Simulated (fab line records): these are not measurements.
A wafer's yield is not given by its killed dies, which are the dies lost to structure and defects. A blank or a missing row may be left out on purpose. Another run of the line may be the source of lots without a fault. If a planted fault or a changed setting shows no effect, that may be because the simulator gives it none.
One fault seen from 2 desks -- flow gf180mcu -- each desk has only its own numbers; what lay behind them comes last

## DESK OF THE TOOL OWNER: rie-diel-02
The tool's own readings at GF_CONTACT_ETCH_17 (etches SiO2 in C4F8/O2/Ar, stops on CoSi2, target depth 860 nm): means of the sampled wafers that have a number, for each lot that ran on this tool. The brackets show how far a lot's mean lies from the usual mean; more than 4 standard deviations puts the lot out of limits, marked OUT.
Columns: A = oes-product-au at GF_CONTACT_ETCH_17, usual 0.815 a.u.
lot,first seen here,A
L652,day 15 23:00,0.805
L655,day 17 03:00,0.815
L662,day 19 19:00,0.812
L663,day 20 03:00,0.813
L664,day 20 14:00,0.815
L669,day 22 10:00,0.811
L671,day 23 01:00,0.813
This desk's verdict: no lot among the 7 shows anything out of limits.

## METROLOGY DESK
Means of the sampled wafers that have a number, per lot and without regard to the tool the lot ran on: this is what the gauges read. The brackets show how far a lot's mean lies from the usual mean; more than 4 standard deviations puts the lot out of limits, marked OUT.
Columns: A = V5_CVD_00_THK at GF_V5_THK_MEAS_01, usual 299.4 nm; B = V5_OVL at GF_V5_OVL_MEAS_15, usual -2 nm; C = PASSIVATION_BOW at GF_PASSIVATION_BOW_MEAS_14, usual 133 um
lot,first seen here,A,B,C
L652,day 26 02:46,303.2,1,147
L653,day 26 13:25,297.2,-3,142
L654,day 26 22:37,299.1,-8,130
L655,day 27 06:09,296.1,2,134
L656,day 27 13:51,297.2,-8,145
L657,day 27 22:28,300.6,1,133
L658,day 28 04:47,294.7,2,125
L662,day 29 10:29,301.2,-5,130
L663,day 29 17:07,297.3,-6,141
L664,day 30 04:08,298.3,-2,135
L667,day 30 23:49,299.6,-7,123
L669,day 31 12:39,296.9,2,119
L671,day 31 22:02,301.3,-5,127
L675,day 32 23:05,300.5,0,145
This desk's verdict: no lot among the 14 shows anything out of limits.

## BROUGHT TOGETHER
The tool owner's desk saw nothing out of limits.
At the metrology desk, nothing out of limits was observed.

## WHAT WAS PUT IN BY THE SIMULATOR
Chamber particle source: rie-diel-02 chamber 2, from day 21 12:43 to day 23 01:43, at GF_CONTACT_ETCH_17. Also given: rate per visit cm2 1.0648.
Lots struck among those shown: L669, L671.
